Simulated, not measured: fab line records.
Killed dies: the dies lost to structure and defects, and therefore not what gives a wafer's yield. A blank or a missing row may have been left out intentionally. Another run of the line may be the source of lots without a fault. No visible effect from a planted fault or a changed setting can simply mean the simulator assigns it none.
Check for tools in common -- flow sky130 -- 12 lots and 36 wafers in the sample

== WHY IT WAS OPENED ==
SKY_SONOS_ONO_THK_MEAS_01, reading SONOS_ONO_OXIDATION_THK: flagged on 2 of 12 lots. Fault-free wafers read 2.57 nm, with a standard deviation of 0.05.
Rule: a lot is flagged in two cases, either no wafer of it has a number, or all its wafers with numbers fall more than 4 standard deviations from that mean. The other lots count as sound.

lot,measured,on,"SONOS_ONO_OXIDATION_THK (nm), wafer by wafer",flag
L705,day 11 14:51,film metro-02,2.53 2.58 2.60,
L706,day 11 14:52,film metro-04,2.60 2.55 2.58,
L707,day 11 23:28,film metro-04,2.61 2.64 2.53,
L708,day 12 14:15,film metro-01,2.63 2.63 2.61,
L710,day 13 04:28,film metro-01,2.58 2.57 2.53,
L711,day 13 14:50,film metro-04,3.56 3.51 3.57,FLAGGED
L712,day 13 20:20,film metro-04,3.58 3.56 3.51,FLAGGED
L724,day 17 20:47,film metro-01,2.53 2.47 2.58,
L725,day 18 04:59,film metro-02,2.60 2.53 2.57,
L726,day 18 06:21,film metro-01,2.59 2.56 2.56,
L727,day 18 18:02,film metro-04,2.49 2.48 2.61,
L728,day 19 02:10,film metro-04,2.56 2.63 2.60,
Average over the flagged lots: 3.55 nm; offset from the usual +0.98 nm, equal to +20 standard deviations.

== WHICH TOOL RAN EACH LOT ==
The record keeps 1 process step preceding the reading, out of 708 steps on the route. Cell contents, in order: the tool; ch with the chambers the sampled wafers went through; the start.
lot,flag,SKY_SONOS_ONO_OXIDATION_00
L705,,"furnace-01 ch 0, day 11 13:30"
L706,,"furnace-01 ch 0, day 11 13:30"
L707,,"furnace-01 ch 0, day 11 22:05"
L708,,"furnace-02 ch 0, day 12 12:54"
L710,,"furnace-02 ch 0, day 13 03:07"
L711,FLAGGED,"furnace-02 ch 0, day 13 13:28"
L712,FLAGGED,"furnace-02 ch 0, day 13 18:59"
L724,,"furnace-01 ch 0, day 17 19:26"
L725,,"furnace-02 ch 0, day 18 03:38"
L726,,"furnace-02 ch 0, day 18 04:59"
L727,,"furnace-01 ch 0, day 18 16:41"
L728,,"furnace-02 ch 0, day 19 00:49"
These steps, and what they do:
- SKY_SONOS_ONO_OXIDATION_00: stabilise 600 s, purge 300 s, target thk 2.6 nm.
- SKY_SONOS_ONO_THK_MEAS_01

== FLAGGED OVER TOTAL, TOOL BY TOOL (the gauges that took the reading come last) ==
step,tool,lots run,flagged,share of the flagged lots,sound lots run after its first flagged lot
SKY_SONOS_ONO_OXIDATION_00,furnace-01,5,0,none,-
SKY_SONOS_ONO_OXIDATION_00,furnace-02,7,2,all,"3 (L725,L726,L728)"
SKY_SONOS_ONO_THK_MEAS_01,film metro-01,4,0,none,-
SKY_SONOS_ONO_THK_MEAS_01,film metro-02,2,0,none,-
SKY_SONOS_ONO_THK_MEAS_01,film metro-04,6,2,all,"2 (L727,L728)"

== WHAT THE TABLE ALLOWS ==
Table rows that saw every flagged lot: 2, namely furnace-02 at SKY_SONOS_ONO_OXIDATION_00 and film metro-04 at SKY_SONOS_ONO_THK_MEAS_01.
- furnace-02 at SKY_SONOS_ONO_OXIDATION_00 ran 7 lots, 2 of them flagged. Lots that were sound ran on it after the first flagged one (L725, L726, L728); a persistent fault on the entire tool would not allow that. Its own readings (spike tc bottom C, spike tc centre C, spike tc lower C, spike tc top C, spike tc upper C, tube center temp C, tube_center_temp_C_max) fall more than 4 standard deviations out on all wafers of the flagged lots.
- film metro-04 at SKY_SONOS_ONO_THK_MEAS_01 ran 6 lots, 2 of them flagged. Lots that were sound ran on it after the first flagged one (L727, L728); a persistent fault on the entire tool would not allow that.
There is no row in the table that ran each flagged lot and no sound lot after the first.

== WHAT WAS PUT IN BY THE SIMULATOR ==
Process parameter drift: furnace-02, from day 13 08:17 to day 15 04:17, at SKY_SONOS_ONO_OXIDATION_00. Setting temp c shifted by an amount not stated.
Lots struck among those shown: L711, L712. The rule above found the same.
